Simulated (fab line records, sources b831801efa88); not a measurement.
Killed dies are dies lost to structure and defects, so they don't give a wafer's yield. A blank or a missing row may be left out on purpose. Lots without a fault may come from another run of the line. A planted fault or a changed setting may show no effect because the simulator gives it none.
A struck lot beside a sound one | flow gf180mcu | 43 steps out of a route of 602
Sound: wafers L122.2, L122.4, L122.6. Struck: wafers L126.1, L126.4, L126.6. The cause comes at the end.
At each step with rows: each side's tool, then ch and its chambers, then its first start. Under that, the readings that differ: sound wafers | struck wafers | difference of the means | sigmas: that difference in standard deviations of wafers without a fault.
alike: readings whose means differ by less than 2 such deviations, and words and numbers that are the same on both sides. not compared: withheld readings, readings that some wafer has no value for, bounds like >300 that may hide the same value, and numbers for which the record gives no deviation and whose values overlap.
The two part at a step that has a row with sigmas, a row that says differs or no value, or rows on one side only. Numbers that don't overlap but have no deviation are shown without sigmas and don't part them. A reading that every wafer of one side lacks parts them only if that side has two wafers or more.

first, 2 steps without rows for these wafers: GF_MVSD_IMPLANT_08; GF_MVSD_IMPLANT_09.
GF_MVSD_STRIP_10: strips in O2/N2.
  sound on plasma_asher-03 ch 0,1, day 6 21:46; struck on plasma_asher-04 ch 0,1, day 7 17:46
  alike: drypump_motor_current_A, heater_power_w, oes_product_au, strip_time_to_endpoint_s
  not compared: rf_hours_counter_h
GF_MVSD_TW_MEAS_11:
  sound on film_metro-03, day 6 21:53; struck on film_metro-01, day 7 17:52
  alike: MVSD_TW
then, 7 steps without rows for these wafers: GF_MVPSD_DEHYDRATE_00 (time 60 s); GF_MVPSD_HMDS_01 (prime time 60 s); GF_MVPSD_COAT_02 (resist thk 3000 nm); GF_MVPSD_SOFTBAKE_03; GF_MVPSD_EXPOSE_04 (exposes mask MVPSD, target cd 1000 nm); GF_MVPSD_PEB_05; GF_MVPSD_DEVELOP_06 (develop time 60 s).
GF_MVPSD_OVL_MEAS_07:
  sound on overlay-02, day 7 13:42; struck on overlay-02, day 8 09:21
  alike: MVPSD_OVL
GF_MVPSD_IMPLANT_08:
  sound on implanter-03 ch 0, day 7 13:46; struck on implanter-01, day 8 09:23
  no value came back on the struck wafers for beam_energy_keV, beam_on_s (s), tilt_deg (degrees); on the sound wafers beam_energy_keV reads 169.96 170.02 169.94
then, 1 step without rows for these wafers: GF_MVPSD_IMPLANT_09.
GF_MVPSD_STRIP_10: strips in O2/N2.
  sound on plasma_asher-02 ch 0, day 7 14:02; struck on plasma_asher-01 ch 1, day 8 09:41
  reading                     | sound          | struck         | difference | sigmas
  drypump_motor_current_A (A) | 6.19 6.15 6.15 | 5.28 5.28 5.29 | -0.88      | -3
  alike: heater_power_w, oes_product_au, strip_time_to_endpoint_s
  not compared: rf_hours_counter_h
GF_MVPSD_TW_MEAS_11:
  sound on film_metro-02, day 7 14:08; struck on film_metro-01, day 8 09:47
  reading  | sound       | struck      | difference | sigmas
  MVPSD_TW | 551 550 550 | 320 321 321 | -230       | -77
then, 7 steps without rows for these wafers: GF_VT_IMPLANT_DEHYDRATE_00 (time 60 s); GF_VT_IMPLANT_HMDS_01 (prime time 60 s); GF_VT_IMPLANT_COAT_02 (resist thk 1000 nm); GF_VT_IMPLANT_SOFTBAKE_03 (time 60 s); GF_VT_IMPLANT_EXPOSE_04 (exposes mask LVPWELL LV AREA, target cd 600 nm); GF_VT_IMPLANT_PEB_05; GF_VT_IMPLANT_DEVELOP_06 (develop time 60 s).
GF_VT_IMPLANT_OVL_MEAS_07:
  sound on overlay-02, day 8 04:55; struck on overlay-01, day 9 02:14
  alike: VT_IMPLANT_OVL
then, 1 step without rows for these wafers: GF_VT_IMPLANT_IMPLANT_08.
GF_VT_IMPLANT_STRIP_09: strips in O2/N2.
  sound on plasma_asher-02 ch 0,1, day 8 05:05; struck on plasma_asher-04 ch 0,1, day 9 02:25
  alike: drypump_motor_current_A, heater_power_w, oes_product_au, strip_time_to_endpoint_s
  not compared: rf_hours_counter_h
GF_VT_IMPLANT_TW_MEAS_10:
  sound on film_metro-03, day 8 05:12; struck on film_metro-03, day 9 02:31
  alike: VT_IMPLANT_TW
then, 7 steps without rows for these wafers: GF_VT_IMPLANT_DEHYDRATE_11 (time 60 s); GF_VT_IMPLANT_HMDS_12 (prime time 60 s); GF_VT_IMPLANT_COAT_13 (resist thk 1000 nm); GF_VT_IMPLANT_SOFTBAKE_14 (time 60 s); GF_VT_IMPLANT_EXPOSE_15 (exposes mask Nwell LV AREA, target cd 860 nm); GF_VT_IMPLANT_PEB_16; GF_VT_IMPLANT_DEVELOP_17 (develop time 60 s).
GF_VT_IMPLANT_OVL_MEAS_18:
  sound on overlay-02, day 8 21:56; struck on overlay-01, day 9 19:39
  alike: VT_IMPLANT_01_OVL
then, 1 step without rows for these wafers: GF_VT_IMPLANT_IMPLANT_19.
GF_VT_IMPLANT_STRIP_20: strips in O2/N2.
  sound on plasma_asher-04 ch 0,1, day 8 22:07; struck on plasma_asher-03 ch 0,1, day 9 19:50
  alike: drypump_motor_current_A, heater_power_w, oes_product_au, strip_time_to_endpoint_s
  not compared: rf_hours_counter_h
GF_VT_IMPLANT_TW_MEAS_21:
  sound on film_metro-04, day 8 22:14; struck on film_metro-03, day 9 19:56
  alike: VT_IMPLANT_2_TW
then, 4 steps without rows for these wafers: GF_VT_IMPLANT_DEHYDRATE_22 (time 60 s); GF_VT_IMPLANT_HMDS_23 (prime time 60 s); GF_VT_IMPLANT_COAT_24 (resist thk 1000 nm); GF_VT_IMPLANT_SOFTBAKE_25 (time 60 s).
GF_VT_IMPLANT_RS_MEAS_49: measures by four-point-probe.
  sound on film_metro-03, day 10 09:01; struck on film_metro-02, day 11 10:14
  reading           | sound          | struck         | difference | sigmas
  MVPSD_RS (ohm/sq) | 1172 1175 1173 | 3979 3983 3969 | +2804      | +99 or more

WHERE THEY PART
First at GF_MVPSD_IMPLANT_08; last, within this record, at GF_VT_IMPLANT_RS_MEAS_49.

WHY: what the simulator had put in
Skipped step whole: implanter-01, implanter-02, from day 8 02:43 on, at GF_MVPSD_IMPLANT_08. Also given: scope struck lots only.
